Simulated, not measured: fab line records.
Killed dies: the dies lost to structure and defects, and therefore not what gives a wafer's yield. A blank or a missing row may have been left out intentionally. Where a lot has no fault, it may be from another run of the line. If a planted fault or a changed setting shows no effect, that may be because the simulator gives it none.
2 desks, one fault | flow sfqLine | what lay behind the numbers comes last; until then each desk has only its own

== TOOL OWNER'S DESK, lithoTrack-02 ==
The tool's own readings at SFQ_TRILAYER_M0_LITHO_COAT_026 (resist thk 62 nm): means of the sampled wafers that have a number, for each lot that ran on this tool. The brackets show how far a lot's mean lies from the usual mean; more than 4 standard deviations puts the lot out of limits, marked OUT.
Columns: A = dispensePressureKPa at SFQ_TRILAYER_M0_LITHO_COAT_026, usual 52.4 kPa; B = exhaustPa at SFQ_TRILAYER_M0_LITHO_COAT_026, usual 45.1 Pa; C = spinSpeedRpm at SFQ_TRILAYER_M0_LITHO_COAT_026, usual 3000.0 rpm
lot  | first seen here | A    | B    | C
L453 | day 8 01:20     | 48.8 | 44.7 | 3002.2
L457 | day 9 12:09     | 48.8 | 45.8 | 3186.0 (+99 or more) OUT
L460 | day 10 02:30    | 48.8 | 44.1 | 3184.5 (+99 or more) OUT
This desk's verdict: out of limits on L457, L460, starting with L457 at day 9 12:09 (spinSpeedRpm at SFQ_TRILAYER_M0_LITHO_COAT_026). L453: within limits.

== AT THE METROLOGY DESK ==
What the gauges read, lot by lot, whatever tool the lot ran on: means of the sampled wafers that have a number. The brackets show how far a lot's mean lies from the usual mean; more than 4 standard deviations puts the lot out of limits, marked OUT.
Columns: A = L0V_OVL at SFQ_L0V_OVL_MEAS_903, usual -1 nm; B = M0_NB_RS at SFQ_M0_RS_MEAS_904, usual 0.892 ohm/sq; C = M0_OVL at SFQ_M0_OVL_MEAS_906, usual 0 nm
lot  | first seen here | A   | B     | C
L452 | day 7 18:08     | 6   | 0.887 | 4
L453 | day 8 00:08     | -3  | 0.890 | -0
L457 | day 9 10:55     | -10 | 0.883 | -4
L460 | day 10 01:19    | -4  | 0.875 | -0
L464 | day 10 21:49    | 3   | 0.895 | -2
L472 | day 13 11:53    | -1  | 0.895 | -7
This desk found nothing out of limits on any of the 6 lots.

== PUT TOGETHER ==
The tool owner's desk had the chance to raise an alarm at day 9 12:09 on L457, L460.
From the metrology desk's view, nothing was out of limits.
The metrology desk holds a record of L457, L460, inside its limits.
On lithoTrack-02, each named lot ran SFQ_TRILAYER_M0_LITHO_COAT_026.

== WHAT THE SIMULATOR HAD PUT IN ==
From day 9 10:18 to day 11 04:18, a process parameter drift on lithoTrack-02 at SFQ_TRILAYER_M0_LITHO_COAT_026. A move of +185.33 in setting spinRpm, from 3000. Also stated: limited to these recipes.
Struck lots among those shown: L457, L460.
Each desk's first reading out of limits, in hours after the fault started: the tool owner's desk, 2.
